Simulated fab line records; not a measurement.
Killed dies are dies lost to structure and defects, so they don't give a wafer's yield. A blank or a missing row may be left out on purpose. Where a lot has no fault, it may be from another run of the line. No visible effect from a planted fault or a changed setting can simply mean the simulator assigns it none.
Lot-split experiment | flow sfqLine | 5 lots, 23 wafers read, on a route of 325 steps

ON THE SPLIT
At SFQ_TRILAYER_I5_LITHO_EXPOSE_145 (exposes mask I5, target cd 700 nm), the setting doseMj was moved away from the recipe's 21.3 on 9 of the 23 wafers read, by -7.5% to -2.2%. The other wafers ran this setting at the recipe's value.

There is no step in the file separating the split from the reading.

THE READING
I5.cdNm (the simulator's own value, which no gauge read), in nm, at SFQ_TRILAYER_I5_BARC_OPEN_VIA_ETCH_200 (etches BARC in O2, target depth 125 nm, time 41.7 s). No usual value for it is given in the file. Here, 14 wafers ran the recipe; their average is 700.5 nm with a standard deviation of 0.86 nm.

wafer  | tool, chamber at the split | doseMj as run | against the recipe | I5.cdNm, nm | against lot-mates on the recipe
L074.1 | krfScanner-01, 0           | 21.3          | recipe             | 700.5       | -
L074.5 | krfScanner-01, 0           | 21.3          | recipe             | 700.2       | -
L074.6 | krfScanner-01, 0           | 21.3          | recipe             | 700.4       | -
L076.1 | krfScanner-01, 0           | 21.3          | recipe             | 699.3       | -
L076.2 | krfScanner-01, 0           | 20.83         | -2.2%              | 697.8       | -2.2
L076.4 | krfScanner-01, 0           | 20.83         | -2.2%              | 696.5       | -3.5
L076.5 | krfScanner-01, 0           | 21.3          | recipe             | 700.6       | -
L076.6 | krfScanner-01, 0           | 20.83         | -2.2%              | 696.3       | -3.7
L077.2 | krfScanner-01, 0           | 21.3          | recipe             | 699.7       | -
L077.3 | krfScanner-01, 0           | 21.3          | recipe             | 701.7       | -
L077.4 | krfScanner-01, 0           | 21.3          | recipe             | 700.3       | -
L077.5 | krfScanner-01, 0           | 21.3          | recipe             | 701.6       | -
L077.6 | krfScanner-01, 0           | 21.3          | recipe             | 700.5       | -
L081.1 | krfScanner-02, 0           | 19.7          | -7.5%              | 687.6       | -12.0
L081.2 | krfScanner-02, 0           | 19.7          | -7.5%              | 687.6       | -12.0
L081.3 | krfScanner-02, 0           | 21.3          | recipe             | 699.4       | -
L081.4 | krfScanner-02, 0           | 21.3          | recipe             | 699.8       | -
L081.5 | krfScanner-02, 0           | 19.7          | -7.5%              | 687.4       | -12.2
L083.1 | krfScanner-02, 0           | 21.3          | recipe             | 701.4       | -
L083.2 | krfScanner-02, 0           | 21.3          | recipe             | 702.2       | -
L083.4 | krfScanner-02, 0           | 20.06         | -5.8%              | 690.5       | -11.3
L083.5 | krfScanner-02, 0           | 20.06         | -5.8%              | 692         | -9.8
L083.6 | krfScanner-02, 0           | 20.06         | -5.8%              | 690.6       | -11.2

FIT RESULTS
A straight line over all 23 wafers: I5.cdNm changes by +1.7 nm for each +1% of doseMj; r = +0.99; the points scatter about the line by 0.81 nm.
The same after taking each lot's own level away (the mean of its wafers on the recipe; 23 wafers): +1.69 nm for each +1%; r = +0.99; scatter 0.76 nm.
That fit puts the effect of the largest move of doseMj on the reading at 13 nm.
The lots' own levels span 699.60 to 701.80 nm, that is 2.6 times the standard deviation above.
The two slopes agree, so the slope changes little with the lot-to-lot level.
Check: for one of the wafers moved furthest among these (-7.5%), held out of the fit, the line's prediction against its lot-mates is -12.8 nm. Against them it came out at -12 nm.

THE OTHER SPLITS THESE WAFERS WENT THROUGH
Before the reading, these wafers also passed through other splits. Each is held against what the fit with the lots' levels taken away leaves over:
other split on the same wafers             | wafers away from the commonest value | r with I5.cdNm (lot level and that fit taken away)
SFQ_TRILAYER_R5_DEP_SPUTTER_134 powerW     | 7                                    | -0.04
SFQ_TRILAYER_R5_LITHO_COAT_136 resistThkNm | 6                                    | -0.01
SFQ_TRILAYER_R5_ETCH_METAL_ETCH_139 timeS  | 6                                    | +0.03

THE FILE'S OWN FIT
I5.cdNm changes by +1.68 nm for each +1% of doseMj, r = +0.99.
